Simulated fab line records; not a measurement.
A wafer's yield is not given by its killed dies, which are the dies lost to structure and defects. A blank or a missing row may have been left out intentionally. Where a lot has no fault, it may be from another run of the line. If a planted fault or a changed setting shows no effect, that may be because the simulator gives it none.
fab line records	flow sfqLine
record lots=13	wafers=39	lastDay=85
route steps=325 shown I2@103 I7@296 M8@318
lots that met no fault: from a run of the same line without faults
startH: the number of hours between the record's first day and the start of the first shown wafer of the lot	waitH: how many hours have passed since the lot's step before this one	" unchanged from the row above	L1.1+2: a row that stands for several wafers	- value missing, or start not given	* or withheld: withheld	< > ~ a bound
route shown NAME@n: NAME is a module with steps in the file, n the number in the route of the first one	usual: average and standard deviation across the fault-free wafers	same: alike in all rows	chamber/n: place in a boat	sites: each site's reading	_std_site: standard deviation across them	_edge_site: the outer-site mean with the inner-site mean subtracted	radiusMm: how far each site lies from the wafer's centre	mask NAME#n: copy n	behind: the most recent tool/chamber to have shaped the wafer	hold: reason for holding the lot/hours on hold/outcome of the hold	device: whichever transistor did not switch (one of n, p or np)	end of line: the tests these same wafers got at the end of their route	a step given without rows: its recipe and nothing more	killed: dies lost to structure and defects at the first sort, not the wafer's yield	map: per-die view of a wafer (x killed, . not killed, _ where there is no die)
set.NAME: the setting that was run; set.NAME@STEP: the one run at that earlier step	model.NAME: the simulator's own value behind a step, which no gauge read
steps of the route over a sample of lots; a table a step, a row a wafer
services: from which hour (startH, from the record's first day; less than 0 if before it) a tool's chamber was out of use, for how many hours, and why
## steps
# step SFQ_TRILAYER_I2_DEP_PECVD_063
# recipe material=SiO2	tempC=150	timeS=111.11	pressureTorr=2.4	rfW=183.3	precursor=SiH4/N2O	targetThkNm=500
# usual heaterPowerW=82/13	rfFwdPowerW=182.2/0.61	showerheadVppV=853/41	throttleValvePct=24.6/1
# same timeS=111.11
lot.wafer	tool	chamber	startH	waitH	heaterPowerW	rfFwdPowerW	showerheadVppV	throttleValvePct
L647.2	pecvd-01	2	668.25	0.0	84	181.0	823	27.1
L647.4	"	2	"	"	69	182.8	809	27.0
L647.5	"	0	"	"	54	182.2	811	25.3
L648.3	pecvd-03	1	728.87	0.0	75	183.2	840	24.9
L648.4	"	1	"	"	76	182.8	838	24.7
L648.5	"	2	"	"	96	181.8	933	24.1
L649.2	pecvd-01	1	737.27	0.0	105	182.5	811	24.0
L649.4	"	2	"	"	69	181.4	809	27.2
L649.5	"	0	"	"	67	181.1	805	25.2
L650.2	pecvd-01	0	748.10	0.0	53	181.9	805	25.2
L650.5	"	0	"	"	58	182.5	809	25.1
L650.6	"	1	"	"	98	183.1	814	24.1
L651.3	pecvd-03	1	754.51	0.0	89	182.2	847	25.2
L651.5	"	0	"	"	69	183.1	833	25.1
L651.6	"	1	"	"	91	181.7	829	25.0
L652.2	pecvd-03	2	760.09	0.0	96	181.0	921	24.3
L652.4	"	1	"	"	73	182.0	844	25.1
L652.6	"	2	"	"	97	182.2	929	24.0
L654.1	pecvd-04	2	768.49	0.0	85	180.8	911	24.1
L654.2	"	1	"	"	81	182.2	845	25.1
L654.3	"	0	"	"	95	182.2	836	23.6
L656.2	pecvd-04	0	775.28	0.0	92	181.5	832	23.5
L656.3	"	1	"	"	77	182.4	844	25.0
L656.5	"	1	"	"	80	182.0	843	25.5
L657.2	pecvd-03	1	783.17	0.0	90	182.2	839	24.7
L657.4	"	0	"	"	61	182.9	838	25.2
L657.6	"	1	"	"	73	182.7	830	24.6
L658.1	pecvd-04	1	800.48	0.0	71	182.3	837	25.3
L658.3	"	0	"	"	94	180.6	853	24.1
L658.6	"	1	"	"	76	182.2	849	25.3
L666.1	pecvd-04	1	1024.55	0.0	70	181.5	846	26.2
L666.2	"	2	"	"	87	182.1	916	24.8
L666.3	"	0	"	"	63	254.4	1006	24.3
L668.1	pecvd-01	1	1038.27	0.0	104	182.1	812	22.5
L668.2	"	0	"	"	75	182.0	817	22.7
L668.3	"	2	"	"	85	181.5	820	24.3
L669.2	pecvd-03	1	1052.66	0.0	83	182.9	835	25.0
L669.5	"	1	"	"	87	182.7	833	25.3
L669.6	"	0	"	"	69	182.8	852	25.2
# step SFQ_TRILAYER_I2_CMP_CMP_064
# recipe material=SiO2	downForcePsi=3	platenRpm=60	padVelocityMS=0.94248
# usual motorCurrentA=10.3/1.1	timeToEndpointS=215/7.8
lot.wafer	tool	chamber	startH	waitH	motorCurrentA	timeToEndpointS
L647.4	cmp-02	3	683.65	15.3	7.8	212
L647.2	"	0	"	"	10.0	206
L647.5	"	3	685.65	17.3	7.9	209
L648.4	cmp-01	3	754.15	25.2	11.2	219
L648.3	"	0	"	"	8.7	215
L648.5	"	0	756.65	27.7	8.9	217
L649.2	cmp-01	3	763.15	25.8	10.8	206
L649.4	"	1	764.15	26.8	11.6	214
L649.5	"	0	765.65	28.3	9.5	218
L650.2	cmp-01	3	778.15	30.0	11.4	224
L650.6	"	3	780.15	32.0	10.9	226
L650.5	"	0	"	"	9.1	232
L651.3	cmp-02	3	785.71	31.2	8.4	210
L651.6	"	2	787.21	32.6	10.0	224
L651.5	"	3	"	"	8.9	219
L652.4	cmp-01	2	793.15	33.0	11.6	227
L652.2	"	3	"	"	10.9	204
L652.6	"	2	795.15	35.0	11.0	219
L654.1	cmp-02	2	812.63	44.1	10.6	204
L654.2	"	3	"	"	8.5	198
L654.3	"	0	"	"	9.8	206
L656.3	cmp-01	2	820.88	45.6	11.0	218
L656.2	"	0	821.88	46.6	9.4	219
L656.5	"	1	"	"	12.5	225
L657.2	cmp-02	3	827.63	44.4	8.4	202
L657.4	"	2	829.13	45.9	10.3	220
L657.6	"	3	"	"	8.6	211
L658.1	cmp-01	1	850.38	49.9	11.7	218
L658.3	"	2	"	"	11.2	214
L658.6	"	2	852.88	52.3	10.9	225
L666.3	cmp-02	1	1027.09	2.5	9.9	253
L666.2	"	3	1028.09	3.5	8.3	204
L666.1	"	0	"	"	9.8	208
L668.2	cmp-01	2	1039.73	1.4	11.7	214
L668.3	"	3	"	"	10.5	211
L668.1	"	0	"	"	9.4	205
L669.2	cmp-01	1	1055.73	3.0	12.1	202
L669.5	"	2	"	"	10.8	213
L669.6	"	3	"	"	11.2	223
# step SFQ_TRILAYER_I7_DEP_PECVD_183
# recipe material=SiO2	tempC=150	timeS=111.11	pressureTorr=2.4	rfW=183.3	precursor=SiH4/N2O	targetThkNm=500
# usual heaterPowerW=82/21	rfFwdPowerW=182.2/0.63	showerheadVppV=859/34	throttleValvePct=24.9/1.1
# same timeS=111.11
lot.wafer	tool	chamber	startH	waitH	heaterPowerW	rfFwdPowerW	showerheadVppV	throttleValvePct
L647.2	pecvd-03	1	1599.74	0.0	91	181.9	825	23.9
L647.4	"	2	"	"	78	181.2	934	23.3
L647.5	"	0	"	"	71	182.2	841	24.4
L648.3	pecvd-02	0	1600.94	0.0	109	181.3	853	24.5
L648.4	"	2	"	"	43	182.8	858	26.7
L648.5	"	1	"	"	114	183.0	835	26.0
L649.2	pecvd-04	1	1602.40	0.0	80	181.7	854	26.8
L649.4	"	1	"	"	82	182.0	844	27.0
L649.5	"	2	"	"	86	181.6	910	25.4
L650.2	pecvd-03	0	1603.34	0.0	63	182.4	849	24.6
L650.5	"	0	"	"	64	182.3	836	24.5
L650.6	"	1	"	"	87	182.7	835	24.1
L651.3	pecvd-02	0	1604.54	0.0	104	181.1	849	24.8
L651.5	"	0	"	"	104	181.1	851	24.6
L651.6	"	2	"	"	44	182.7	869	26.6
L652.2	pecvd-03	2	1606.94	0.0	89	182.6	924	23.4
L652.4	"	0	"	"	70	183.2	828	24.6
L652.6	"	2	"	"	72	182.5	922	23.2
L654.1	pecvd-03	2	1614.34	0.0	86	182.2	929	23.6
L654.2	"	0	"	"	70	182.0	824	24.7
L654.3	"	1	"	"	89	182.2	842	24.5
L656.2	pecvd-02	0	1871.12	0.0	110	181.8	857	24.7
L656.3	"	2	"	"	44	182.8	844	26.5
L656.5	"	1	"	"	96	182.7	822	26.2
L657.2	pecvd-03	1	1873.52	0.0	82	181.9	847	24.6
L657.4	"	2	"	"	89	181.8	915	23.9
L657.6	"	0	"	"	68	182.5	844	25.2
L658.1	pecvd-02	2	1874.72	0.0	37	182.9	850	26.7
L658.3	"	1	"	"	106	181.8	831	26.1
L658.6	"	1	"	"	107	183.4	820	26.0
L666.1	pecvd-02	1	1942.59	0.0	103	182.7	814	26.1
L666.2	"	0	"	"	106	180.8	856	24.6
L666.3	"	2	"	"	34	183.2	873	26.8
L668.1	pecvd-04	2	1951.44	0.0	86	181.7	905	23.6
L668.2	"	1	"	"	87	182.0	849	23.6
L668.3	"	0	"	"	85	181.8	827	23.6
L669.2	pecvd-03	1	1960.59	0.0	93	182.6	848	25.0
L669.5	"	1	"	"	92	181.3	842	25.0
L669.6	"	0	"	"	70	181.9	845	25.8
# step SFQ_TRILAYER_I7_METRO_MEASURE_185
# usual thkNm=200.0/1.1
lot.wafer	tool	chamber	startH	waitH	thkNm
L647.2	filmMetro-04	-	1605.38	0.3	201.8
L647.4	"	-	"	"	200.9
L647.5	"	-	"	"	201.4
L648.3	filmMetro-02	-	1606.94	0.5	200.9
L648.4	"	-	"	"	201.5
L648.5	"	-	"	"	199.3
L649.2	filmMetro-03	-	1608.38	0.3	200.5
L649.4	"	-	"	"	200.8
L649.5	"	-	"	"	201.9
L650.2	filmMetro-04	-	1609.74	0.3	201.5
L650.5	"	-	"	"	200.4
L650.6	"	-	"	"	199.1
L651.3	filmMetro-02	-	1611.58	0.5	200.7
L651.5	"	-	"	"	200.5
L651.6	"	-	"	"	200.6
L652.2	filmMetro-03	-	1614.38	0.3	198.1
L652.4	"	-	"	"	199.3
L652.6	"	-	"	"	198.6
L654.1	filmMetro-03	-	1623.18	0.1	201.8
L654.2	"	-	"	"	200.8
L654.3	"	-	"	"	201.0
L656.2	filmMetro-04	-	1880.19	0.3	199.2
L656.3	"	-	"	"	199.7
L656.5	"	-	"	"	199.2
L657.2	filmMetro-02	-	1884.46	0.3	200.5
L657.4	"	-	"	"	198.4
L657.6	"	-	"	"	199.4
L658.1	filmMetro-03	-	1885.99	0.1	200.0
L658.3	"	-	"	"	199.8
L658.6	"	-	"	"	198.5
L666.1	filmMetro-02	-	1945.79	0.1	201.9
L666.2	"	-	"	"	199.4
L666.3	"	-	"	"	200.7
L668.1	filmMetro-02	-	1956.75	0.1	199.4
L668.2	"	-	"	"	199.6
L668.3	"	-	"	"	200.7
L669.2	filmMetro-04	-	1963.99	0.3	200.2
L669.5	"	-	"	"	198.4
L669.6	"	-	"	"	199.9
# step SFQ_M8_OVL_MEAS_948
# usual M8_OVL=-4/5.3
lot.wafer	tool	chamber	startH	waitH	M8_OVL[nm]
L647.2	overlay-02	-	1788.04	0.1	-11
L647.4	"	-	"	"	-8
L647.5	"	-	"	"	-3
L648.3	overlay-02	-	1790.45	0.1	-5
L648.4	"	-	"	"	-7
L648.5	"	-	"	"	-10
L649.2	overlay-02	-	1791.64	0.1	-6
L649.4	"	-	"	"	-10
L649.5	"	-	"	"	-13
L650.2	overlay-02	-	1797.64	0.1	-1
L650.5	"	-	"	"	-3
L650.6	"	-	"	"	-3
L651.3	overlay-02	-	1800.05	0.1	-2
L651.5	"	-	"	"	-8
L651.6	"	-	"	"	-13
L652.2	overlay-02	-	1802.44	0.1	1
L652.4	"	-	"	"	-8
L652.6	"	-	"	"	-6
L654.1	overlay-02	-	1807.23	0.1	-10
L654.2	"	-	"	"	-12
L654.3	"	-	"	"	-10
L656.2	overlay-01	-	1974.07	0.1	2
L656.3	"	-	"	"	-4
L656.5	"	-	"	"	-4
L657.2	overlay-02	-	1975.27	0.1	-1
L657.4	"	-	"	"	5
L657.6	"	-	"	"	0
L658.1	overlay-02	-	1977.66	0.1	-18
L658.3	"	-	"	"	-8
L658.6	"	-	"	"	-9
L666.1	overlay-02	-	2036.23	0.1	3
L666.2	"	-	"	"	6
L666.3	"	-	"	"	7
L668.1	overlay-01	-	2049.43	0.1	-4
L668.2	"	-	"	"	-4
L668.3	"	-	"	"	3
L669.2	overlay-01	-	2050.76	0.1	1
L669.5	"	-	"	"	1
L669.6	"	-	"	"	-1
## services
tool	chamber	startH	hours	kind
cmp-01	-	659.41	4.1	pm
cmp-01	-	666.40	1.4	repair
cmp-01	-	673.48	1.2	repair
cmp-01	-	704.66	1.5	repair
cmp-01	-	803.76	4.6	repair
pecvd-03	-	803.94	1.6	repair
cmp-01	-	916.38	4.0	pm
pecvd-03	0	948.17	4.8	repair
cmp-01	-	973.76	0.7	repair
cmp-01	-	977.41	4.8	pm
pecvd-03	-	983.05	0.8	pm
pecvd-03	-	986.71	1.9	repair
pecvd-03	0	1070.62	6.3	repair
pecvd-03	2	1147.16	14.2	repair
pecvd-03	-	1228.36	2.8	pm
pecvd-03	-	1244.64	4.8	repair
pecvd-03	-	1316.75	14.0	pm
pecvd-03	-	1458.36	0.3	repair
pecvd-03	-	1515.71	14.6	pm
pecvd-03	-	1557.86	13.3	repair
pecvd-03	1	1591.11	5.1	repair
pecvd-03	-	1621.07	5.5	pm
pecvd-03	0	1726.36	66.5	repair
pecvd-03	1	1730.93	5.3	repair
## key
firstSign step=SFQ_TRILAYER_I2_DEP_PECVD_063	reading=rfFwdPowerW	direction=up	sigmas=99+	usual=182.2	struck=254.4
effect step=SFQ_TRILAYER_I2_DEP_PECVD_063	reading=showerheadVppV	direction=up	sigmas=3.7	usual=853	struck=1006
effect step=SFQ_TRILAYER_I2_CMP_CMP_064	reading=timeToEndpointS	direction=up	sigmas=4.8	usual=*	struck=*
metAt SFQ_TRILAYER_I2_DEP_PECVD_063
struckLots L666
struckWafers L666.3
notActingAt SFQ_TRILAYER_I7_DEP_PECVD_183,SFQ_TRILAYER_I7_METRO_MEASURE_185,SFQ_M8_OVL_MEAS_948
onsetBetween 800.48 1024.55
fault kind=processParameterDrift	tool=pecvd-04	chamber=0	onsetH=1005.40	steps=SFQ_TRILAYER_I2_DEP_PECVD_063	channel=rfW	offset=73.32	shape=step	endH=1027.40	actsIn=theseRecipesOnly	stated=183.3
